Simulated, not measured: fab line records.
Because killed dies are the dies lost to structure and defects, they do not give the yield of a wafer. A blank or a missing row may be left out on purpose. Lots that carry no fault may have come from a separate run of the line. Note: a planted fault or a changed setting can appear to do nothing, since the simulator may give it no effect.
Which tool was responsible? / flow gf180mcu / 24 lots with 72 wafers sampled at 4 steps, on a route of 602 steps

WHAT THE GAUGES READ, wafer by wafer
GF_CONTACT_THK_MEAS_26: measures by xrf. Usual: CONTACT_W_THK 291 nm, standard deviation 3.7.
lot=L074; measured=day 17 00:11; on=film_metro-04; CONTACT_W_THK (nm)=293 298 298; flag=
lot=L075; measured=day 17 06:46; on=film_metro-02; CONTACT_W_THK (nm)=294 291 292; flag=
lot=L076; measured=day 17 16:37; on=film_metro-02; CONTACT_W_THK (nm)=296 293 295; flag=
lot=L077; measured=day 18 00:47; on=film_metro-03; CONTACT_W_THK (nm)=292 293 299; flag=
lot=L078; measured=day 18 06:29; on=film_metro-02; CONTACT_W_THK (nm)=296 295 295; flag=
lot=L079; measured=day 18 22:14; on=film_metro-03; CONTACT_W_THK (nm)=290 295 290; flag=
lot=L080; measured=day 19 03:20; on=film_metro-02; CONTACT_W_THK (nm)=285 288 288; flag=
lot=L081; measured=day 19 10:36; on=film_metro-03; CONTACT_W_THK (nm)=291 292 292; flag=
lot=L082; measured=day 19 23:19; on=film_metro-02; CONTACT_W_THK (nm)=289 291 289; flag=
lot=L083; measured=day 20 06:11; on=film_metro-03; CONTACT_W_THK (nm)=292 288 291; flag=
lot=L084; measured=day 20 08:46; on=film_metro-03; CONTACT_W_THK (nm)=296 297 295; flag=
lot=L085; measured=day 21 03:35; on=film_metro-02; CONTACT_W_THK (nm)=291 293 290; flag=
lot=L086; measured=day 21 09:28; on=film_metro-02; CONTACT_W_THK (nm)=288 292 292; flag=
lot=L087; measured=day 21 16:58; on=film_metro-02; CONTACT_W_THK (nm)=285 286 286; flag=
lot=L088; measured=day 22 01:09; on=film_metro-03; CONTACT_W_THK (nm)=295 291 294; flag=
lot=L089; measured=day 22 11:05; on=film_metro-02; CONTACT_W_THK (nm)=290 289 284; flag=
lot=L090; measured=day 22 17:42; on=film_metro-02; CONTACT_W_THK (nm)=288 282 288; flag=
lot=L091; measured=day 23 00:53; on=film_metro-02; CONTACT_W_THK (nm)=295 293 294; flag=
lot=L092; measured=day 23 10:04; on=film_metro-04; CONTACT_W_THK (nm)=298 291 299; flag=
lot=L093; measured=day 23 18:13; on=film_metro-02; CONTACT_W_THK (nm)=297 291 297; flag=
lot=L094; measured=day 23 20:29; on=film_metro-03; CONTACT_W_THK (nm)=288 290 289; flag=
lot=L095; measured=day 24 04:55; on=film_metro-02; CONTACT_W_THK (nm)=294 292 291; flag=
lot=L096; measured=day 24 12:29; on=film_metro-04; CONTACT_W_THK (nm)=287 286 287; flag=
lot=L097; measured=day 24 21:25; on=film_metro-02; CONTACT_W_THK (nm)=293 289 290; flag=

GF_V3_THK_MEAS_01. Usual: V3_CVD_00_THK 599 nm, standard deviation 5.1.
lot=L074; measured=day 22 11:15; on=film_metro-01; V3_CVD_00_THK (nm)=591 599 594; flag=
lot=L075; measured=day 22 15:49; on=film_metro-01; V3_CVD_00_THK (nm)=596 605 587; flag=
lot=L076; measured=day 23 02:37; on=film_metro-01; V3_CVD_00_THK (nm)=608 606 599; flag=
lot=L077; measured=day 23 09:23; on=film_metro-01; V3_CVD_00_THK (nm)=595 604 596; flag=
lot=L078; measured=day 23 17:05; on=film_metro-03; V3_CVD_00_THK (nm)=604 595 598; flag=
lot=L079; measured=day 24 06:56; on=film_metro-04; V3_CVD_00_THK (nm)=604 605 600; flag=
lot=L080; measured=day 24 11:22; on=film_metro-04; V3_CVD_00_THK (nm)=603 603 595; flag=
lot=L081; measured=day 24 19:21; on=film_metro-03; V3_CVD_00_THK (nm)=597 597 598; flag=
lot=L082; measured=day 25 06:33; on=film_metro-03; V3_CVD_00_THK (nm)=592 592 598; flag=
lot=L083; measured=day 25 12:28; on=film_metro-03; V3_CVD_00_THK (nm)=598 596 589; flag=
lot=L084; measured=day 25 15:24; on=film_metro-04; V3_CVD_00_THK (nm)=602 593 596; flag=
lot=L085; measured=day 26 06:39; on=film_metro-01; V3_CVD_00_THK (nm)=596 597 596; flag=
lot=L086; measured=day 26 12:59; on=film_metro-01; V3_CVD_00_THK (nm)=595 608 610; flag=
lot=L087; measured=day 26 18:51; on=film_metro-01; V3_CVD_00_THK (nm)=603 599 596; flag=
lot=L088; measured=day 27 01:28; on=film_metro-04; V3_CVD_00_THK (nm)=606 609 602; flag=
lot=L089; measured=day 27 10:07; on=film_metro-01; V3_CVD_00_THK (nm)=597 598 600; flag=
lot=L090; measured=day 27 15:38; on=film_metro-01; V3_CVD_00_THK (nm)=599 604 593; flag=
lot=L091; measured=day 27 22:01; on=film_metro-04; V3_CVD_00_THK (nm)=596 595 594; flag=
lot=L092; measured=day 28 06:11; on=film_metro-03; V3_CVD_00_THK (nm)=599 595 602; flag=
lot=L093; measured=day 28 12:59; on=film_metro-03; V3_CVD_00_THK (nm)=600 601 595; flag=
lot=L094; measured=day 28 15:14; on=film_metro-01; V3_CVD_00_THK (nm)=611 611 603; flag=
lot=L095; measured=day 28 22:04; on=film_metro-04; V3_CVD_00_THK (nm)=590 596 602; flag=
lot=L096; measured=day 29 06:12; on=film_metro-01; V3_CVD_00_THK (nm)=601 603 606; flag=
lot=L097; measured=day 29 12:47; on=film_metro-04; V3_CVD_00_THK (nm)=597 599 595; flag=

TOOL THAT RAN EACH LOT (tool first, then ch and the chambers of the sampled wafers, then the start)
lot=L074; GF_STI_CMP_25=cmp-01 ch 0,1,2, day 2 04:25; GF_DUAL_GATE_STRIP_13=plasma_asher-04 ch 0,1, day 8 17:43
lot=L075; GF_STI_CMP_25=cmp-01 ch 1,2,3, day 2 08:25; GF_DUAL_GATE_STRIP_13=plasma_asher-04 ch 0,1, day 9 01:26
lot=L076; GF_STI_CMP_25=cmp-01 ch 0,1,3, day 2 14:10; GF_DUAL_GATE_STRIP_13=plasma_asher-01 ch 1, day 9 06:06
lot=L077; GF_STI_CMP_25=cmp-02 ch 1,2,3, day 2 20:21; GF_DUAL_GATE_STRIP_13=plasma_asher-02 ch 0,1, day 9 13:08
lot=L078; GF_STI_CMP_25=cmp-01 ch 0,2,3, day 3 01:20; GF_DUAL_GATE_STRIP_13=plasma_asher-01 ch 0,1, day 9 20:37
lot=L079; GF_STI_CMP_25=cmp-02 ch 0,1,2, day 3 06:01; GF_DUAL_GATE_STRIP_13=plasma_asher-04 ch 0,1, day 10 04:23
lot=L080; GF_STI_CMP_25=cmp-02 ch 0,2,3, day 3 10:58; GF_DUAL_GATE_STRIP_13=plasma_asher-04 ch 0,1, day 10 09:58
lot=L081; GF_STI_CMP_25=cmp-02 ch 1,2,3, day 3 15:49; GF_DUAL_GATE_STRIP_13=plasma_asher-02 ch 0,1, day 10 16:17
lot=L082; GF_STI_CMP_25=cmp-02 ch 0,2,3, day 3 21:24; GF_DUAL_GATE_STRIP_13=plasma_asher-02 ch 0,1, day 11 02:21
lot=L083; GF_STI_CMP_25=cmp-01 ch 2,3, day 4 04:04; GF_DUAL_GATE_STRIP_13=plasma_asher-01 ch 0,1, day 11 09:26
lot=L084; GF_STI_CMP_25=cmp-02 ch 1,2, day 4 06:39; GF_DUAL_GATE_STRIP_13=plasma_asher-04 ch 0,1, day 11 10:25
lot=L085; GF_STI_CMP_25=cmp-01 ch 0,3, day 4 15:06; GF_DUAL_GATE_STRIP_13=plasma_asher-02 ch 0,1, day 11 23:43
lot=L086; GF_STI_CMP_25=cmp-02 ch 0,1,3, day 4 17:48; GF_DUAL_GATE_STRIP_13=plasma_asher-04 ch 0,1, day 12 04:03
lot=L087; GF_STI_CMP_25=cmp-02 ch 1,2,3, day 4 23:04; GF_DUAL_GATE_STRIP_13=plasma_asher-04 ch 0,1, day 12 10:34
lot=L088; GF_STI_CMP_25=cmp-01 ch 0,2,3, day 5 07:11; GF_DUAL_GATE_STRIP_13=plasma_asher-01 ch 0,1, day 12 19:43
lot=L089; GF_STI_CMP_25=cmp-01 ch 0,2,3, day 5 09:38; GF_DUAL_GATE_STRIP_13=plasma_asher-02 ch 0,1, day 13 03:28
lot=L090; GF_STI_CMP_25=cmp-01 ch 0,1, day 5 14:22; GF_DUAL_GATE_STRIP_13=plasma_asher-02 ch 0,1, day 13 06:49
lot=L091; GF_STI_CMP_25=cmp-02 ch 0,2,3, day 5 19:47; GF_DUAL_GATE_STRIP_13=plasma_asher-04 ch 0,1, day 13 15:30
lot=L092; GF_STI_CMP_25=cmp-01 ch 2,3, day 6 02:50; GF_DUAL_GATE_STRIP_13=plasma_asher-02 ch 0,1, day 14 00:52
lot=L093; GF_STI_CMP_25=cmp-01 ch 0,1, day 6 07:32; GF_DUAL_GATE_STRIP_13=plasma_asher-01 ch 0,1, day 14 05:28
lot=L094; GF_STI_CMP_25=cmp-02 ch 2,3, day 6 11:22; GF_DUAL_GATE_STRIP_13=plasma_asher-04 ch 0,1, day 14 11:18
lot=L095; GF_STI_CMP_25=cmp-01 ch 0,1,3, day 6 16:12; GF_DUAL_GATE_STRIP_13=plasma_asher-02 ch 0,1, day 14 17:33
lot=L096; GF_STI_CMP_25=cmp-01 ch 0,1,2, day 6 21:35; GF_DUAL_GATE_STRIP_13=plasma_asher-04 ch 0,1, day 15 02:05
lot=L097; GF_STI_CMP_25=cmp-02 ch 0,2,3, day 7 02:12; GF_DUAL_GATE_STRIP_13=plasma_asher-02 ch 0,1, day 15 08:22
- GF_STI_CMP_25: polishes, stops on Si3N4, t overpolish 33 s, target thk 524.6 nm.
- GF_DUAL_GATE_STRIP_13: strips in O2/N2.

AS READ BY THE TOOLS THEMSELVES (means over the sampled wafers that have a number; for cases with no such wafer, the mark the record gives instead)
GF_STI_CMP_25. Usual: motor_current_A 12.6 A, standard deviation 1.1; overpolish_run_s 33.000 s, standard deviation 0.0088; time_to_endpoint_s 120 s, standard deviation 4.
lot=L074; tool=cmp-01; motor_current_A (A)=12.6; overpolish_run_s (s)=33.008; time_to_endpoint_s (s)=119; flag=
lot=L075; tool=cmp-01; motor_current_A (A)=13.0; overpolish_run_s (s)=33.007; time_to_endpoint_s (s)=118; flag=
lot=L076; tool=cmp-01; motor_current_A (A)=13.2; overpolish_run_s (s)=33.001; time_to_endpoint_s (s)=119; flag=
lot=L077; tool=cmp-02; motor_current_A (A)=12.6; overpolish_run_s (s)=32.999; time_to_endpoint_s (s)=117; flag=
lot=L078; tool=cmp-01; motor_current_A (A)=12.6; overpolish_run_s (s)=32.987; time_to_endpoint_s (s)=120; flag=
lot=L079; tool=cmp-02; motor_current_A (A)=13.0; overpolish_run_s (s)=33.008; time_to_endpoint_s (s)=121; flag=
lot=L080; tool=cmp-02; motor_current_A (A)=12.1; overpolish_run_s (s)=32.994; time_to_endpoint_s (s)=114; flag=
lot=L081; tool=cmp-02; motor_current_A (A)=12.5; overpolish_run_s (s)=32.997; time_to_endpoint_s (s)=119; flag=
lot=L082; tool=cmp-02; motor_current_A (A)=12.3; overpolish_run_s (s)=33.000; time_to_endpoint_s (s)=121; flag=
lot=L083; tool=cmp-01; motor_current_A (A)=13.7; overpolish_run_s (s)=32.988; time_to_endpoint_s (s)=117; flag=
lot=L084; tool=cmp-02; motor_current_A (A)=12.3; overpolish_run_s (s)=32.996; time_to_endpoint_s (s)=118; flag=
lot=L085; tool=cmp-01; motor_current_A (A)=13.3; overpolish_run_s (s)=33.002; time_to_endpoint_s (s)=122; flag=
lot=L086; tool=cmp-02; motor_current_A (A)=12.3; overpolish_run_s (s)=33.009; time_to_endpoint_s (s)=121; flag=
lot=L087; tool=cmp-02; motor_current_A (A)=12.4; overpolish_run_s (s)=33.007; time_to_endpoint_s (s)=119; flag=
lot=L088; tool=cmp-01; motor_current_A (A)=12.6; overpolish_run_s (s)=32.997; time_to_endpoint_s (s)=125; flag=
lot=L089; tool=cmp-01; motor_current_A (A)=12.9; overpolish_run_s (s)=33.003; time_to_endpoint_s (s)=123; flag=
lot=L090; tool=cmp-01; motor_current_A (A)=13.0; overpolish_run_s (s)=33.000; time_to_endpoint_s (s)=124; flag=
lot=L091; tool=cmp-02; motor_current_A (A)=11.8; overpolish_run_s (s)=33.007; time_to_endpoint_s (s)=120; flag=
lot=L092; tool=cmp-01; motor_current_A (A)=12.3; overpolish_run_s (s)=32.997; time_to_endpoint_s (s)=123; flag=
lot=L093; tool=cmp-01; motor_current_A (A)=13.0; overpolish_run_s (s)=32.987; time_to_endpoint_s (s)=122; flag=
lot=L094; tool=cmp-02; motor_current_A (A)=11.9; overpolish_run_s (s)=32.998; time_to_endpoint_s (s)=119; flag=
lot=L095; tool=cmp-01; motor_current_A (A)=13.7; overpolish_run_s (s)=32.998; time_to_endpoint_s (s)=125; flag=
lot=L096; tool=cmp-01; motor_current_A (A)=12.2; overpolish_run_s (s)=32.997; time_to_endpoint_s (s)=124; flag=
lot=L097; tool=cmp-02; motor_current_A (A)=12.6; overpolish_run_s (s)=32.999; time_to_endpoint_s (s)=119; flag=

GF_DUAL_GATE_STRIP_13. Usual: drypump_motor_current_A 5.8 A, standard deviation 0.45; heater_power_w 345 W, standard deviation 44; oes_product_au 0.725 a.u., standard deviation 0.0047; strip_time_to_endpoint_s 12.73 s, standard deviation 0.032.
lot=L074; tool=plasma_asher-04; drypump_motor_current_A (A)=5.6; heater_power_w (W)=360; oes_product_au (a.u.)=0.721; strip_time_to_endpoint_s (s)=12.76; flag=
lot=L075; tool=plasma_asher-04; drypump_motor_current_A (A)=5.5; heater_power_w (W)=372; oes_product_au (a.u.)=0.727; strip_time_to_endpoint_s (s)=12.70; flag=
lot=L076; tool=plasma_asher-01; drypump_motor_current_A (A)=5.1; heater_power_w (W)=316; oes_product_au (a.u.)=0.725; strip_time_to_endpoint_s (s)=12.78; flag=
lot=L077; tool=plasma_asher-02; drypump_motor_current_A (A)=6.4; heater_power_w (W)=365; oes_product_au (a.u.)=0.725; strip_time_to_endpoint_s (s)=12.76; flag=
lot=L078; tool=plasma_asher-01; drypump_motor_current_A (A)=5.4; heater_power_w (W)=279; oes_product_au (a.u.)=0.724; strip_time_to_endpoint_s (s)=12.76; flag=
lot=L079; tool=plasma_asher-04; drypump_motor_current_A (A)=5.6; heater_power_w (W)=374; oes_product_au (a.u.)=0.726; strip_time_to_endpoint_s (s)=12.70; flag=
lot=L080; tool=plasma_asher-04; drypump_motor_current_A (A)=5.6; heater_power_w (W)=357; oes_product_au (a.u.)=0.721; strip_time_to_endpoint_s (s)=12.77; flag=
lot=L081; tool=plasma_asher-02; drypump_motor_current_A (A)=6.2; heater_power_w (W)=334; oes_product_au (a.u.)=0.721; strip_time_to_endpoint_s (s)=12.72; flag=
lot=L082; tool=plasma_asher-02; drypump_motor_current_A (A)=6.2; heater_power_w (W)=335; oes_product_au (a.u.)=0.722; strip_time_to_endpoint_s (s)=12.74; flag=
lot=L083; tool=plasma_asher-01; drypump_motor_current_A (A)=5.5; heater_power_w (W)=282; oes_product_au (a.u.)=0.723; strip_time_to_endpoint_s (s)=12.75; flag=
lot=L084; tool=plasma_asher-04; drypump_motor_current_A (A)=5.5; heater_power_w (W)=379; oes_product_au (a.u.)=0.731; strip_time_to_endpoint_s (s)=12.74; flag=
lot=L085; tool=plasma_asher-02; drypump_motor_current_A (A)=6.2; heater_power_w (W)=336; oes_product_au (a.u.)=0.725; strip_time_to_endpoint_s (s)=12.72; flag=
lot=L086; tool=plasma_asher-04; drypump_motor_current_A (A)=5.5; heater_power_w (W)=376; oes_product_au (a.u.)=0.727; strip_time_to_endpoint_s (s)=12.74; flag=
lot=L087; tool=plasma_asher-04; drypump_motor_current_A (A)=5.6; heater_power_w (W)=360; oes_product_au (a.u.)=0.725; strip_time_to_endpoint_s (s)=12.77; flag=
lot=L088; tool=plasma_asher-01; drypump_motor_current_A (A)=5.4; heater_power_w (W)=281; oes_product_au (a.u.)=0.723; strip_time_to_endpoint_s (s)=12.73; flag=
lot=L089; tool=plasma_asher-02; drypump_motor_current_A (A)=6.2; heater_power_w (W)=337; oes_product_au (a.u.)=0.725; strip_time_to_endpoint_s (s)=12.72; flag=
lot=L090; tool=plasma_asher-02; drypump_motor_current_A (A)=6.4; heater_power_w (W)=371; oes_product_au (a.u.)=0.721; strip_time_to_endpoint_s (s)=12.70; flag=
lot=L091; tool=plasma_asher-04; drypump_motor_current_A (A)=5.6; heater_power_w (W)=359; oes_product_au (a.u.)=0.732; strip_time_to_endpoint_s (s)=12.74; flag=
lot=L092; tool=plasma_asher-02; drypump_motor_current_A (A)=6.4; heater_power_w (W)=365; oes_product_au (a.u.)=0.727; strip_time_to_endpoint_s (s)=12.72; flag=
lot=L093; tool=plasma_asher-01; drypump_motor_current_A (A)=5.4; heater_power_w (W)=277; oes_product_au (a.u.)=0.724; strip_time_to_endpoint_s (s)=12.75; flag=
lot=L094; tool=plasma_asher-04; drypump_motor_current_A (A)=5.5; heater_power_w (W)=376; oes_product_au (a.u.)=0.725; strip_time_to_endpoint_s (s)=12.73; flag=
lot=L095; tool=plasma_asher-02; drypump_motor_current_A (A)=6.2; heater_power_w (W)=335; oes_product_au (a.u.)=0.724; strip_time_to_endpoint_s (s)=12.74; flag=
lot=L096; tool=plasma_asher-04; drypump_motor_current_A (A)=5.6; heater_power_w (W)=375; oes_product_au (a.u.)=0.730; strip_time_to_endpoint_s (s)=12.71; flag=
lot=L097; tool=plasma_asher-02; drypump_motor_current_A (A)=6.2; heater_power_w (W)=331; oes_product_au (a.u.)=0.722; strip_time_to_endpoint_s (s)=12.70; flag=

THE ANSWER, worked out from the rows above alone
Rule: lot off if the mean of its wafers having a number is beyond 3 standard deviations from the usual mean. A lot without any number at a reading at which 4 lots or more have one is off too. All remaining lots with rows at the step are treated as sound. The gauges are gone through in route order, then the tools' own readings, and for those a lot's mean is taken as printed above. The first step at which some lot is off is used, and at that step the reading that is off furthest; a lot without a number counts as furthest.
No lot is off on any of the readings shown, so nothing can be concluded from this.

WHAT WAS PUT IN BY THE SIMULATOR
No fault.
